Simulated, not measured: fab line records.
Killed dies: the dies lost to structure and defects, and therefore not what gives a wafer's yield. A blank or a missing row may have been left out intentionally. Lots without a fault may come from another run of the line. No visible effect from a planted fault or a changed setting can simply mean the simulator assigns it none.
fab line records || flow sky130
[record] {"lots": 5, "wafers": 15, "last-day": 50}
route steps=708 shown VIA1@466 PAD_OPEN@708
lots with no fault: from the same line, run without faults
start-h: start of the lot's first displayed wafer, in hours after the record's first day || wait-h: how many hours have passed since the lot's step before this one || " the same as in the row above || L1.1+2: a single row standing in for several wafers || - no value present, or no start provided || * or withheld: withheld || < > ~ a bound
route shown NAME@n: a module of which the file shows steps, and the number in the route of the first || usual: the fault-free wafers' mean and standard deviation || same: alike in all rows || chamber/n: place in a boat || sites: readings site by site || _std_site: how widely they spread, as a standard deviation || _edge_site: the outer-site mean with the inner-site mean subtracted || radius-mm: how far each site lies from the wafer's centre || mask NAME#n: copy n || behind: the tool/chamber that last shaped the wafer || hold: what put the lot on hold/how long, in hours/how the hold closed || device: transistor that didn't switch, given as n, p or np || end of line: at the end of the route, the tests of the same wafers || step lacking rows: just its recipe || killed: not the wafer's yield, but the dies lost to structure and defects at the first sort || map: the dies of a wafer, with x for killed, . for not killed, _ for no die there
set.NAME: setting as actually run; set.NAME@STEP: the setting as run at that earlier step || model.NAME: the simulator's own value behind a step, which no gauge read
certain route steps with their lots: each step a table, each wafer a row
services: the hour from which a tool's chamber was out of use, counted from the record's first day as start-h (under 0 if before that day), plus the number of hours and why
[[steps]]
[step SKY_VIA1_SOFTBAKE_08]
[recipe] {"temp-c": 99, "time-s": 90, "resist": "KrF-thick"}
[step SKY_VIA1_EXPOSE_09]
[recipe] {"mask-id": "VIM", "na": 0.8, "source-shape": "annular", "sigma-inner": 0.55, "sigma-outer": 0.85, "target-cd-nm": 150, "dose-mj": 38}
[step SKY_VIA1_PEB_10]
[recipe] {"peb-temp-c": "withheld", "peb-time-s": "withheld", "resist": "KrF-thick"}
[step SKY_VIA1_DEVELOP_11]
[recipe] {"develop-time-s": 60, "resist": "KrF-thick", "dev-temp-c": 21}
[step SKY_VIA1_CD_MEAS_12]
[recipe] {"target-cd-nm": 150}
[usual] {"cd-nm": "149.7/1.5"}
{"lot.wafer": "L970.2", "tool": "cd-sem-02", "chamber": "-", "start-h": 807.46, "wait-h": "-", "cd-nm": 150.0}
{"lot.wafer": "L970.3", "tool": "cd-sem-02", "chamber": "-", "start-h": 807.46, "wait-h": "-", "cd-nm": 150.9}
{"lot.wafer": "L970.4", "tool": "cd-sem-02", "chamber": "-", "start-h": 807.46, "wait-h": "-", "cd-nm": 150.0}
{"lot.wafer": "L979.3", "tool": "cd-sem-02", "chamber": "-", "start-h": 875.57, "wait-h": "-", "cd-nm": 149.3}
{"lot.wafer": "L979.5", "tool": "cd-sem-02", "chamber": "-", "start-h": 875.57, "wait-h": "-", "cd-nm": 149.8}
{"lot.wafer": "L979.6", "tool": "cd-sem-02", "chamber": "-", "start-h": 875.57, "wait-h": "-", "cd-nm": 147.9}
{"lot.wafer": "L981.4", "tool": "cd-sem-01", "chamber": "-", "start-h": 890.90, "wait-h": "-", "cd-nm": 149.4}
{"lot.wafer": "L981.5", "tool": "cd-sem-01", "chamber": "-", "start-h": 890.90, "wait-h": "-", "cd-nm": 146.3}
{"lot.wafer": "L981.6", "tool": "cd-sem-01", "chamber": "-", "start-h": 890.90, "wait-h": "-", "cd-nm": 148.7}
{"lot.wafer": "L985.2", "tool": "cd-sem-01", "chamber": "-", "start-h": 923.86, "wait-h": "-", "cd-nm": 151.7}
{"lot.wafer": "L985.4", "tool": "cd-sem-01", "chamber": "-", "start-h": 923.86, "wait-h": "-", "cd-nm": 152.5}
{"lot.wafer": "L985.6", "tool": "cd-sem-01", "chamber": "-", "start-h": 923.86, "wait-h": "-", "cd-nm": 151.0}
{"lot.wafer": "L990.2", "tool": "cd-sem-01", "chamber": "-", "start-h": 956.91, "wait-h": "-", "cd-nm": 149.9}
{"lot.wafer": "L990.4", "tool": "cd-sem-01", "chamber": "-", "start-h": 956.91, "wait-h": "-", "cd-nm": 149.6}
{"lot.wafer": "L990.5", "tool": "cd-sem-01", "chamber": "-", "start-h": 956.91, "wait-h": "-", "cd-nm": 151.1}
[step SKY_VIA1_OVL_MEAS_13]
[usual] {"VIA1_OVL": "1/6.4"}
{"lot.wafer": "L970.2", "tool": "overlay-02", "chamber": "-", "start-h": 807.57, "wait-h": 0.1, "VIA1_OVL[nm]": -6}
{"lot.wafer": "L970.3", "tool": "overlay-02", "chamber": "-", "start-h": 807.57, "wait-h": 0.1, "VIA1_OVL[nm]": -9}
{"lot.wafer": "L970.4", "tool": "overlay-02", "chamber": "-", "start-h": 807.57, "wait-h": 0.1, "VIA1_OVL[nm]": -7}
{"lot.wafer": "L979.3", "tool": "overlay-01", "chamber": "-", "start-h": 875.67, "wait-h": 0.1, "VIA1_OVL[nm]": 13}
{"lot.wafer": "L979.5", "tool": "overlay-01", "chamber": "-", "start-h": 875.67, "wait-h": 0.1, "VIA1_OVL[nm]": 6}
{"lot.wafer": "L979.6", "tool": "overlay-01", "chamber": "-", "start-h": 875.67, "wait-h": 0.1, "VIA1_OVL[nm]": 1}
{"lot.wafer": "L981.4", "tool": "overlay-01", "chamber": "-", "start-h": 890.98, "wait-h": 0.1, "VIA1_OVL[nm]": -5}
{"lot.wafer": "L981.5", "tool": "overlay-01", "chamber": "-", "start-h": 890.98, "wait-h": 0.1, "VIA1_OVL[nm]": 10}
{"lot.wafer": "L981.6", "tool": "overlay-01", "chamber": "-", "start-h": 890.98, "wait-h": 0.1, "VIA1_OVL[nm]": -2}
{"lot.wafer": "L985.2", "tool": "overlay-01", "chamber": "-", "start-h": 923.96, "wait-h": 0.1, "VIA1_OVL[nm]": -2}
{"lot.wafer": "L985.4", "tool": "overlay-01", "chamber": "-", "start-h": 923.96, "wait-h": 0.1, "VIA1_OVL[nm]": 0}
{"lot.wafer": "L985.6", "tool": "overlay-01", "chamber": "-", "start-h": 923.96, "wait-h": 0.1, "VIA1_OVL[nm]": 2}
{"lot.wafer": "L990.2", "tool": "overlay-02", "chamber": "-", "start-h": 957.02, "wait-h": 0.1, "VIA1_OVL[nm]": -3}
{"lot.wafer": "L990.4", "tool": "overlay-02", "chamber": "-", "start-h": 957.02, "wait-h": 0.1, "VIA1_OVL[nm]": 4}
{"lot.wafer": "L990.5", "tool": "overlay-02", "chamber": "-", "start-h": 957.02, "wait-h": 0.1, "VIA1_OVL[nm]": 10}
[step SKY_VIA1_ETCH_14]
[recipe] {"chemistry": "N2/H2", "target": "BARC", "ion-energy-ev": 200, "source-w": 500, "bias-w": 100, "pressure-mtorr": 30, "n2-flow-sccm": 100, "h2-flow-sccm": 200, "stop-on": "SiO2", "time-s": 45.9, "target-depth-a": 600}
[usual] {"drypump-motor-current-A": "5.6/0.46", "oes-product-au": "0.855/0.0046", "throttle-valve-pct": "13.225/0.0094"}
{"lot.wafer": "L970.2", "tool": "rie-diel-01", "chamber": 3, "start-h": 807.60, "wait-h": 0.0, "drypump-motor-current-A": 6.0, "oes-product-au": 0.860, "rf-hours-counter-h": 19, "throttle-valve-pct": 13.218}
{"lot.wafer": "L970.3", "tool": "rie-diel-01", "chamber": 2, "start-h": 807.60, "wait-h": 0.0, "drypump-motor-current-A": 5.5, "oes-product-au": 0.851, "rf-hours-counter-h": 3, "throttle-valve-pct": 13.215}
{"lot.wafer": "L970.4", "tool": "rie-diel-01", "chamber": 0, "start-h": 807.60, "wait-h": 0.0, "drypump-motor-current-A": 5.5, "oes-product-au": 0.854, "rf-hours-counter-h": 8, "throttle-valve-pct": 13.211}
{"lot.wafer": "L979.3", "tool": "rie-diel-04", "chamber": 3, "start-h": 875.69, "wait-h": 0.0, "drypump-motor-current-A": 5.4, "oes-product-au": 0.849, "rf-hours-counter-h": 22, "throttle-valve-pct": 13.231}
{"lot.wafer": "L979.5", "tool": "rie-diel-04", "chamber": 2, "start-h": 875.69, "wait-h": 0.0, "drypump-motor-current-A": 5.6, "oes-product-au": 0.852, "rf-hours-counter-h": "-", "throttle-valve-pct": 13.216}
{"lot.wafer": "L979.6", "tool": "rie-diel-04", "chamber": 1, "start-h": 875.69, "wait-h": 0.0, "drypump-motor-current-A": 5.7, "oes-product-au": 0.864, "rf-hours-counter-h": "-", "throttle-valve-pct": 13.233}
{"lot.wafer": "L981.4", "tool": "rie-diel-01", "chamber": 0, "start-h": 891.00, "wait-h": 0.0, "drypump-motor-current-A": 5.5, "oes-product-au": 0.853, "rf-hours-counter-h": 10, "throttle-valve-pct": 13.221}
{"lot.wafer": "L981.5", "tool": "rie-diel-01", "chamber": 3, "start-h": 891.00, "wait-h": 0.0, "drypump-motor-current-A": 6.1, "oes-product-au": 0.854, "rf-hours-counter-h": "-", "throttle-valve-pct": 13.245}
{"lot.wafer": "L981.6", "tool": "rie-diel-01", "chamber": 2, "start-h": 891.00, "wait-h": 0.0, "drypump-motor-current-A": 5.5, "oes-product-au": 0.855, "rf-hours-counter-h": "-", "throttle-valve-pct": 13.217}
{"lot.wafer": "L985.2", "tool": "rie-diel-04", "chamber": 1, "start-h": 923.99, "wait-h": 0.0, "drypump-motor-current-A": 5.7, "oes-product-au": 0.849, "rf-hours-counter-h": 21, "throttle-valve-pct": 13.214}
{"lot.wafer": "L985.4", "tool": "rie-diel-04", "chamber": 2, "start-h": 923.99, "wait-h": 0.0, "drypump-motor-current-A": 5.6, "oes-product-au": 0.855, "rf-hours-counter-h": 7, "throttle-valve-pct": 13.219}
{"lot.wafer": "L985.6", "tool": "rie-diel-04", "chamber": 3, "start-h": 923.99, "wait-h": 0.0, "drypump-motor-current-A": 5.4, "oes-product-au": 0.847, "rf-hours-counter-h": "-", "throttle-valve-pct": 13.223}
{"lot.wafer": "L990.2", "tool": "rie-diel-03", "chamber": 3, "start-h": 957.05, "wait-h": 0.0, "drypump-motor-current-A": 5.6, "oes-product-au": 0.858, "rf-hours-counter-h": 17, "throttle-valve-pct": 13.229}
{"lot.wafer": "L990.4", "tool": "rie-diel-03", "chamber": 2, "start-h": 957.05, "wait-h": 0.0, "drypump-motor-current-A": 4.8, "oes-product-au": 0.856, "rf-hours-counter-h": 13, "throttle-valve-pct": 13.229}
{"lot.wafer": "L990.5", "tool": "rie-diel-03", "chamber": 0, "start-h": 957.05, "wait-h": 0.0, "drypump-motor-current-A": 6.3, "oes-product-au": 0.854, "rf-hours-counter-h": "-", "throttle-valve-pct": 13.239}
[step SKY_VIA1_ETCH_15]
[recipe] {"target": "SiO2", "chemistry": "C4F8/O2/Ar", "target-depth-nm": 351, "stop-on": "TiN", "mask-material": "KrF-thick", "source-w": 1500, "bias-w": 1200, "pressure-mtorr": 40, "c4f8-flow-sccm": "withheld", "O2_flow_sccm": 6, "Ar_flow_sccm": 300, "time-s": 54}
[usual] {"oes-product-au": "0.982/0.0063"}
{"lot.wafer": "L970.2", "tool": "rie-diel-01", "chamber": 3, "start-h": 807.64, "wait-h": 0.0, "oes-product-au": 0.987, "rf-hours-counter-h": 19}
{"lot.wafer": "L970.3", "tool": "rie-diel-01", "chamber": 2, "start-h": 807.64, "wait-h": 0.0, "oes-product-au": 0.983, "rf-hours-counter-h": 3}
{"lot.wafer": "L970.4", "tool": "rie-diel-01", "chamber": 0, "start-h": 807.64, "wait-h": 0.0, "oes-product-au": 0.990, "rf-hours-counter-h": 8}
{"lot.wafer": "L979.3", "tool": "rie-diel-04", "chamber": 3, "start-h": 875.73, "wait-h": 0.0, "oes-product-au": 0.974, "rf-hours-counter-h": 22}
{"lot.wafer": "L979.5", "tool": "rie-diel-04", "chamber": 2, "start-h": 875.73, "wait-h": 0.0, "oes-product-au": 0.977, "rf-hours-counter-h": "-"}
{"lot.wafer": "L979.6", "tool": "rie-diel-04", "chamber": 1, "start-h": 875.73, "wait-h": 0.0, "oes-product-au": 0.990, "rf-hours-counter-h": "-"}
{"lot.wafer": "L981.4", "tool": "rie-diel-01", "chamber": 0, "start-h": 891.04, "wait-h": 0.0, "oes-product-au": 0.990, "rf-hours-counter-h": 10}
{"lot.wafer": "L981.5", "tool": "rie-diel-01", "chamber": 3, "start-h": 891.04, "wait-h": 0.0, "oes-product-au": 0.975, "rf-hours-counter-h": "-"}
{"lot.wafer": "L981.6", "tool": "rie-diel-01", "chamber": 2, "start-h": 891.04, "wait-h": 0.0, "oes-product-au": 0.987, "rf-hours-counter-h": "-"}
{"lot.wafer": "L985.2", "tool": "rie-diel-04", "chamber": 1, "start-h": 924.03, "wait-h": 0.0, "oes-product-au": 0.990, "rf-hours-counter-h": 21}
{"lot.wafer": "L985.4", "tool": "rie-diel-04", "chamber": 2, "start-h": 924.03, "wait-h": 0.0, "oes-product-au": 0.977, "rf-hours-counter-h": 7}
{"lot.wafer": "L985.6", "tool": "rie-diel-04", "chamber": 3, "start-h": 924.03, "wait-h": 0.0, "oes-product-au": 0.976, "rf-hours-counter-h": "-"}
{"lot.wafer": "L990.2", "tool": "rie-diel-03", "chamber": 3, "start-h": 957.09, "wait-h": 0.0, "oes-product-au": 0.966, "rf-hours-counter-h": 17}
{"lot.wafer": "L990.4", "tool": "rie-diel-03", "chamber": 2, "start-h": 957.09, "wait-h": 0.0, "oes-product-au": 0.981, "rf-hours-counter-h": 13}
{"lot.wafer": "L990.5", "tool": "rie-diel-03", "chamber": 0, "start-h": 957.09, "wait-h": 0.0, "oes-product-au": 0.987, "rf-hours-counter-h": "-"}
[step SKY_VIA1_STRIP_16]
[recipe] {"chemistry": "O2/N2", "power-w": 1400, "pressure-mtorr": 1500, "platen-temp-c": "withheld", "o2-flow-sccm": 3000, "n2-flow-sccm": 300, "overash-fraction": 0.5}
[usual] {"drypump-motor-current-A": "6.0/0.46", "oes-product-au": "0.416/0.0047", "strip-time-to-endpoint-s": "4.464/0.026"}
{"lot.wafer": "L970.2", "tool": "plasma-asher-01", "chamber": 0, "start-h": 807.69, "wait-h": 0.0, "drypump-motor-current-A": 6.0, "oes-product-au": 0.424, "rf-hours-counter-h": 93, "strip-time-to-endpoint-s": 4.485}
{"lot.wafer": "L970.3", "tool": "plasma-asher-01", "chamber": 0, "start-h": 807.69, "wait-h": 0.0, "drypump-motor-current-A": 6.0, "oes-product-au": 0.413, "rf-hours-counter-h": "-", "strip-time-to-endpoint-s": 4.488}
{"lot.wafer": "L970.4", "tool": "plasma-asher-01", "chamber": 1, "start-h": 807.69, "wait-h": 0.0, "drypump-motor-current-A": 5.6, "oes-product-au": 0.416, "rf-hours-counter-h": "-", "strip-time-to-endpoint-s": 4.482}
{"lot.wafer": "L979.3", "tool": "plasma-asher-01", "chamber": 1, "start-h": 875.81, "wait-h": 0.1, "drypump-motor-current-A": 5.6, "oes-product-au": 0.401, "rf-hours-counter-h": "-", "strip-time-to-endpoint-s": 4.469}
{"lot.wafer": "L979.5", "tool": "plasma-asher-01", "chamber": 0, "start-h": 875.81, "wait-h": 0.1, "drypump-motor-current-A": 5.9, "oes-product-au": 0.420, "rf-hours-counter-h": "-", "strip-time-to-endpoint-s": 4.447}
{"lot.wafer": "L979.6", "tool": "plasma-asher-01", "chamber": 1, "start-h": 875.81, "wait-h": 0.1, "drypump-motor-current-A": 5.6, "oes-product-au": 0.414, "rf-hours-counter-h": "-", "strip-time-to-endpoint-s": 4.459}
{"lot.wafer": "L981.4", "tool": "plasma-asher-04", "chamber": 1, "start-h": 891.12, "wait-h": 0.1, "drypump-motor-current-A": 6.7, "oes-product-au": 0.414, "rf-hours-counter-h": "-", "strip-time-to-endpoint-s": 4.430}
{"lot.wafer": "L981.5", "tool": "plasma-asher-04", "chamber": 0, "start-h": 891.12, "wait-h": 0.1, "drypump-motor-current-A": 5.4, "oes-product-au": 0.420, "rf-hours-counter-h": "-", "strip-time-to-endpoint-s": 4.469}
{"lot.wafer": "L981.6", "tool": "plasma-asher-04", "chamber": 1, "start-h": 891.12, "wait-h": 0.1, "drypump-motor-current-A": 6.7, "oes-product-au": 0.414, "rf-hours-counter-h": "-", "strip-time-to-endpoint-s": 4.468}
{"lot.wafer": "L985.2", "tool": "plasma-asher-01", "chamber": 0, "start-h": 924.08, "wait-h": 0.0, "drypump-motor-current-A": 6.0, "oes-product-au": 0.418, "rf-hours-counter-h": 105, "strip-time-to-endpoint-s": 4.466}
{"lot.wafer": "L985.4", "tool": "plasma-asher-01", "chamber": 1, "start-h": 924.08, "wait-h": 0.0, "drypump-motor-current-A": 5.6, "oes-product-au": 0.419, "rf-hours-counter-h": "-", "strip-time-to-endpoint-s": 4.464}
{"lot.wafer": "L985.6", "tool": "plasma-asher-01", "chamber": 0, "start-h": 924.08, "wait-h": 0.0, "drypump-motor-current-A": 6.0, "oes-product-au": 0.421, "rf-hours-counter-h": "-", "strip-time-to-endpoint-s": 4.487}
{"lot.wafer": "L990.2", "tool": "plasma-asher-03", "chamber": 1, "start-h": 957.14, "wait-h": 0.0, "drypump-motor-current-A": 6.4, "oes-product-au": 0.415, "rf-hours-counter-h": 54, "strip-time-to-endpoint-s": 4.477}
{"lot.wafer": "L990.4", "tool": "plasma-asher-03", "chamber": 1, "start-h": 957.14, "wait-h": 0.0, "drypump-motor-current-A": 6.4, "oes-product-au": 0.411, "rf-hours-counter-h": "-", "strip-time-to-endpoint-s": 4.445}
{"lot.wafer": "L990.5", "tool": "plasma-asher-03", "chamber": 0, "start-h": 957.14, "wait-h": 0.0, "drypump-motor-current-A": 6.4, "oes-product-au": 0.416, "rf-hours-counter-h": "-", "strip-time-to-endpoint-s": 4.442}
[step SKY_VIA1_STRIP_17]
[recipe] {"chemistry": "post-etch-residue-remover", "time-s": 1200, "temp-c": 72.5}
[step SKY_VIA1_CLEAN_18]
[recipe] {"chemistry": "IPA", "time-s": 180, "temp-c": 25}
[step SKY_VIA1_CLEAN_19]
[recipe] {"chemistry": "O3/DIW", "dry": "n2-spin"}
[step SKY_VIA1_SPUTTER_20]
[recipe] {"material": "TiN", "target-thk-nm": 20, "chamber-pressure-pa": 5, "power-w": 4000, "time-s": 80}
[usual] {"cathode-dc-power-W": "3999.9/0.74", "throttle-valve-pct": "30.2/0.76"}
{"lot.wafer": "L970.2", "tool": "pvd-sputter-03", "chamber": "-", "start-h": 808.29, "wait-h": 0.0, "cathode-dc-power-W": 4000.0, "throttle-valve-pct": 29.8, "model.TiN_of_VIA1_SPUTTER_20.thk-nm": 20.13}
{"lot.wafer": "L970.3", "tool": "pvd-sputter-03", "chamber": "-", "start-h": 808.29, "wait-h": 0.0, "cathode-dc-power-W": 4000.8, "throttle-valve-pct": 30.8, "model.TiN_of_VIA1_SPUTTER_20.thk-nm": 19.84}
{"lot.wafer": "L970.4", "tool": "pvd-sputter-03", "chamber": "-", "start-h": 808.29, "wait-h": 0.0, "cathode-dc-power-W": 3999.1, "throttle-valve-pct": 30.7, "model.TiN_of_VIA1_SPUTTER_20.thk-nm": 20.21}
{"lot.wafer": "L979.3", "tool": "pvd-sputter-02", "chamber": "-", "start-h": 876.46, "wait-h": 0.0, "cathode-dc-power-W": 3999.7, "throttle-valve-pct": 29.9, "model.TiN_of_VIA1_SPUTTER_20.thk-nm": 20.23}
{"lot.wafer": "L979.5", "tool": "pvd-sputter-02", "chamber": "-", "start-h": 876.46, "wait-h": 0.0, "cathode-dc-power-W": 4001.3, "throttle-valve-pct": 31.1, "model.TiN_of_VIA1_SPUTTER_20.thk-nm": 20.63}
{"lot.wafer": "L979.6", "tool": "pvd-sputter-02", "chamber": "-", "start-h": 876.46, "wait-h": 0.0, "cathode-dc-power-W": 4000.0, "throttle-valve-pct": 29.9, "model.TiN_of_VIA1_SPUTTER_20.thk-nm": 20.26}
{"lot.wafer": "L981.4", "tool": "pvd-sputter-03", "chamber": "-", "start-h": 891.68, "wait-h": 0.0, "cathode-dc-power-W": 3999.0, "throttle-valve-pct": 30.6, "model.TiN_of_VIA1_SPUTTER_20.thk-nm": 19.9}
{"lot.wafer": "L981.5", "tool": "pvd-sputter-03", "chamber": "-", "start-h": 891.68, "wait-h": 0.0, "cathode-dc-power-W": 3999.9, "throttle-valve-pct": 30.1, "model.TiN_of_VIA1_SPUTTER_20.thk-nm": 20.17}
{"lot.wafer": "L981.6", "tool": "pvd-sputter-03", "chamber": "-", "start-h": 891.68, "wait-h": 0.0, "cathode-dc-power-W": 4001.6, "throttle-valve-pct": 29.9, "model.TiN_of_VIA1_SPUTTER_20.thk-nm": 16.32}
{"lot.wafer": "L985.2", "tool": "pvd-sputter-04", "chamber": "-", "start-h": 924.72, "wait-h": 0.0, "cathode-dc-power-W": 4000.3, "throttle-valve-pct": 30.3, "model.TiN_of_VIA1_SPUTTER_20.thk-nm": 19.57}
{"lot.wafer": "L985.4", "tool": "pvd-sputter-04", "chamber": "-", "start-h": 924.72, "wait-h": 0.0, "cathode-dc-power-W": 3999.6, "throttle-valve-pct": 30.6, "model.TiN_of_VIA1_SPUTTER_20.thk-nm": 19.69}
{"lot.wafer": "L985.6", "tool": "pvd-sputter-04", "chamber": "-", "start-h": 924.72, "wait-h": 0.0, "cathode-dc-power-W": 3999.9, "throttle-valve-pct": 30.1, "model.TiN_of_VIA1_SPUTTER_20.thk-nm": 19.47}
{"lot.wafer": "L990.2", "tool": "pvd-sputter-02", "chamber": "-", "start-h": 957.79, "wait-h": 0.0, "cathode-dc-power-W": 4000.3, "throttle-valve-pct": 29.8, "model.TiN_of_VIA1_SPUTTER_20.thk-nm": 20.07}
{"lot.wafer": "L990.4", "tool": "pvd-sputter-02", "chamber": "-", "start-h": 957.79, "wait-h": 0.0, "cathode-dc-power-W": 4000.5, "throttle-valve-pct": 30.0, "model.TiN_of_VIA1_SPUTTER_20.thk-nm": 20.07}
{"lot.wafer": "L990.5", "tool": "pvd-sputter-02", "chamber": "-", "start-h": 957.79, "wait-h": 0.0, "cathode-dc-power-W": 3999.6, "throttle-valve-pct": 30.0, "model.TiN_of_VIA1_SPUTTER_20.thk-nm": 20.12}
[step SKY_VIA1_CVD_21]
[recipe] {"material": "W", "target-thk-nm": 270, "time-s": 80.902, "temp-c": 400, "pressure-torr": 40}
[usual] {"heater-power-w": "870/55"}
{"lot.wafer": "L970.2", "tool": "cvd-w-01", "chamber": 0, "start-h": 808.35, "wait-h": 0.0, "heater-power-w": 927}
{"lot.wafer": "L970.3", "tool": "cvd-w-01", "chamber": 0, "start-h": 808.35, "wait-h": 0.0, "heater-power-w": 945}
{"lot.wafer": "L970.4", "tool": "cvd-w-01", "chamber": 1, "start-h": 808.35, "wait-h": 0.0, "heater-power-w": 795}
{"lot.wafer": "L979.3", "tool": "cvd-w-01", "chamber": 1, "start-h": 876.55, "wait-h": 0.1, "heater-power-w": 824}
{"lot.wafer": "L979.5", "tool": "cvd-w-01", "chamber": 1, "start-h": 876.55, "wait-h": 0.1, "heater-power-w": 814}
{"lot.wafer": "L979.6", "tool": "cvd-w-01", "chamber": 0, "start-h": 876.55, "wait-h": 0.1, "heater-power-w": 921}
{"lot.wafer": "L981.4", "tool": "cvd-w-02", "chamber": 1, "start-h": 891.77, "wait-h": 0.1, "heater-power-w": 918}
{"lot.wafer": "L981.5", "tool": "cvd-w-02", "chamber": 1, "start-h": 891.77, "wait-h": 0.1, "heater-power-w": 903}
{"lot.wafer": "L981.6", "tool": "cvd-w-02", "chamber": 0, "start-h": 891.77, "wait-h": 0.1, "heater-power-w": 828}
{"lot.wafer": "L985.2", "tool": "cvd-w-02", "chamber": 1, "start-h": 924.78, "wait-h": 0.0, "heater-power-w": 869}
{"lot.wafer": "L985.4", "tool": "cvd-w-02", "chamber": 0, "start-h": 924.78, "wait-h": 0.0, "heater-power-w": 808}
{"lot.wafer": "L985.6", "tool": "cvd-w-02", "chamber": 1, "start-h": 924.78, "wait-h": 0.0, "heater-power-w": 855}
{"lot.wafer": "L990.2", "tool": "cvd-w-02", "chamber": 0, "start-h": 957.85, "wait-h": 0.0, "heater-power-w": 813}
{"lot.wafer": "L990.4", "tool": "cvd-w-02", "chamber": 1, "start-h": 957.85, "wait-h": 0.0, "heater-power-w": 867}
{"lot.wafer": "L990.5", "tool": "cvd-w-02", "chamber": 0, "start-h": 957.85, "wait-h": 0.0, "heater-power-w": 821}
[step SKY_PAD_OPEN_PROBE_99]
[usual] {"defect-limited-yield": "82.1/1.9", "killed_at_M0_to_M3": "45/6.8", "killed_at_M4_up": "3.0/1.7", "killed-at-contacts": "25/5.7", "killed-at-front-end": "15/4.6", "killed-at-other": "0.3/0.66", "killed-dies": "88/9.5", "killed-open": "48/7.3", "killed-short": "39/6.5", "sort_bin_3_pad_short": "0.9/0.47", "sort_bin_5_function": "10.6/1.5", "sort_bin_6_memory": "6.4/1.2", "sort-n-pass": "404/9.5", "sort-yield-pct": "82.1/1.9"}
[same] {"gross-dies": 492, "killed-at-back-side": 0, "sort_bin_4_leakage[%]": 0, "sort_bin_8_speed[%]": 0}
{"lot.wafer": "L979.3", "tool": "prober-01", "chamber": "-", "start-h": 1139.55, "wait-h": 0.2, "defect-limited-yield[%]": 80.5, "killed_at_M0_to_M3": 44, "killed_at_M4_up": 3, "killed-at-contacts": 26, "killed-at-front-end": 23, "killed-at-other": 0, "killed-dies": 96, "killed-open": 51, "killed-short": 45, "sort_bin_3_pad_short[%]": 0.2, "sort_bin_5_function[%]": 12.2, "sort_bin_6_memory[%]": 7.1, "sort-n-pass": 396, "sort-yield-pct[%]": 80.5}
{"lot.wafer": "L979.5", "tool": "prober-01", "chamber": "-", "start-h": 1139.65, "wait-h": 0.2, "defect-limited-yield[%]": 82.3, "killed_at_M0_to_M3": 44, "killed_at_M4_up": 5, "killed-at-contacts": 25, "killed-at-front-end": 12, "killed-at-other": 1, "killed-dies": 87, "killed-open": 56, "killed-short": 31, "sort_bin_3_pad_short[%]": 1.0, "sort_bin_5_function[%]": 9.1, "sort_bin_6_memory[%]": 7.5, "sort-n-pass": 405, "sort-yield-pct[%]": 82.3}
{"lot.wafer": "L979.6", "tool": "prober-01", "chamber": "-", "start-h": 1139.70, "wait-h": 0.2, "defect-limited-yield[%]": 80.1, "killed_at_M0_to_M3": 49, "killed_at_M4_up": 3, "killed-at-contacts": 29, "killed-at-front-end": 16, "killed-at-other": 1, "killed-dies": 98, "killed-open": 56, "killed-short": 42, "sort_bin_3_pad_short[%]": 0.6, "sort_bin_5_function[%]": 13.2, "sort_bin_6_memory[%]": 6.1, "sort-n-pass": 394, "sort-yield-pct[%]": 80.1}
// killed by level:class
L979.3 LI_CONTACT:geometric-particle:open=9 VIA1:geometric-particle:open=9 POLY_GATE:geometric-particle:short=6 CONTACT:geometric-particle:open=6 VIA2:geometric-particle:open=6 FIELD_ISO:geometric-particle:open=5 POLY_GATE:geometric-particle:open=5 CONTACT:geometric-particle:short=5
L979.5 VIA1:geometric-particle:open=15 CONTACT:geometric-particle:open=13 VIA3:geometric-particle:open=7 CONTACT:geometric-particle:short=6 LI_CONTACT:geometric-particle:open=5 METAL1:geometric-particle:short=5 VIA2:geometric-particle:open=5 POLY_GATE:geometric-particle:short=4
L979.6 VIA2:geometric-particle:open=10 CONTACT:geometric-particle:open=10 CONTACT:geometric-particle:short=8 LI_CONTACT:geometric-particle:open=7 VIA1:geometric-particle:open=7 METAL1:geometric-particle:short=6 METAL2:geometric-particle:short=6 VIA2:geometric-particle:short=6
[[services]]
{"tool": "pvd-sputter-03", "chamber": "-", "start-h": 801.55, "hours": 6.2, "kind": "repair"}
{"tool": "cvd-w-01", "chamber": "-", "start-h": 804.16, "hours": 2.8, "kind": "pm"}
{"tool": "rie-diel-03", "chamber": 1, "start-h": 806.29, "hours": 4.7, "kind": "repair"}
{"tool": "rie-diel-01", "chamber": 0, "start-h": 817.27, "hours": 7.7, "kind": "repair"}
{"tool": "plasma-asher-03", "chamber": "-", "start-h": 824.98, "hours": 3.7, "kind": "repair"}
{"tool": "pvd-sputter-04", "chamber": "-", "start-h": 826.34, "hours": 2.9, "kind": "repair"}
{"tool": "pvd-sputter-02", "chamber": "-", "start-h": 835.46, "hours": 11.5, "kind": "repair"}
{"tool": "cvd-w-01", "chamber": 1, "start-h": 841.41, "hours": 10.0, "kind": "repair"}
{"tool": "plasma-asher-04", "chamber": "-", "start-h": 886.61, "hours": 0.6, "kind": "repair"}
{"tool": "cvd-w-01", "chamber": "-", "start-h": 901.63, "hours": 0.6, "kind": "repair"}
{"tool": "cvd-w-02", "chamber": "-", "start-h": 904.00, "hours": 14.0, "kind": "pm"}
{"tool": "cvd-w-02", "chamber": 0, "start-h": 904.00, "hours": 14.0, "kind": "vent-cycle"}
{"tool": "cvd-w-02", "chamber": 1, "start-h": 904.00, "hours": 14.0, "kind": "vent-cycle"}
{"tool": "plasma-asher-04", "chamber": "-", "start-h": 910.85, "hours": 0.7, "kind": "repair"}
{"tool": "rie-diel-03", "chamber": "-", "start-h": 913.74, "hours": 2.8, "kind": "pm"}
{"tool": "cvd-w-02", "chamber": 0, "start-h": 918.00, "hours": "-", "kind": "clean"}
{"tool": "cvd-w-01", "chamber": "-", "start-h": 919.61, "hours": 1.2, "kind": "repair"}
{"tool": "plasma-asher-04", "chamber": "-", "start-h": 926.31, "hours": 28.1, "kind": "pm"}
{"tool": "rie-diel-01", "chamber": 3, "start-h": 933.10, "hours": "-", "kind": "clean"}
{"tool": "rie-diel-01", "chamber": 3, "start-h": 933.10, "hours": "-", "kind": "consumable-replace:showerhead"}
{"tool": "rie-diel-01", "chamber": 3, "start-h": 933.10, "hours": 21.2, "kind": "scheduled-down"}
{"tool": "rie-diel-01", "chamber": 3, "start-h": 933.10, "hours": 21.2, "kind": "vent-cycle"}
{"tool": "rie-diel-03", "chamber": 2, "start-h": 935.19, "hours": 2.5, "kind": "repair"}
{"tool": "rie-diel-04", "chamber": 3, "start-h": 939.69, "hours": 2.0, "kind": "repair"}
[[key]]
first-sign none at tools or gauges
[model-effect] {"step": "SKY_VIA1_SPUTTER_20", "value": "TiN_of_VIA1_SPUTTER_20.thk-nm", "without": 19.91, "struck": 16.32}
met-at SKY_VIA1_SPUTTER_20
struck-wafers L981.6
onset-between 808.29 891.68
[fault] {"kind": "process-parameter-drift", "tool": "pvd-sputter-03", "chamber": "-", "onset-h": 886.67, "steps": "SKY_VIA1_SPUTTER_20", "channel": "time-s", "offset": "*", "shape": "step", "end-h": 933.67, "acts-in": "*", "stated": "*", "scope": "struck-wafers-only"}
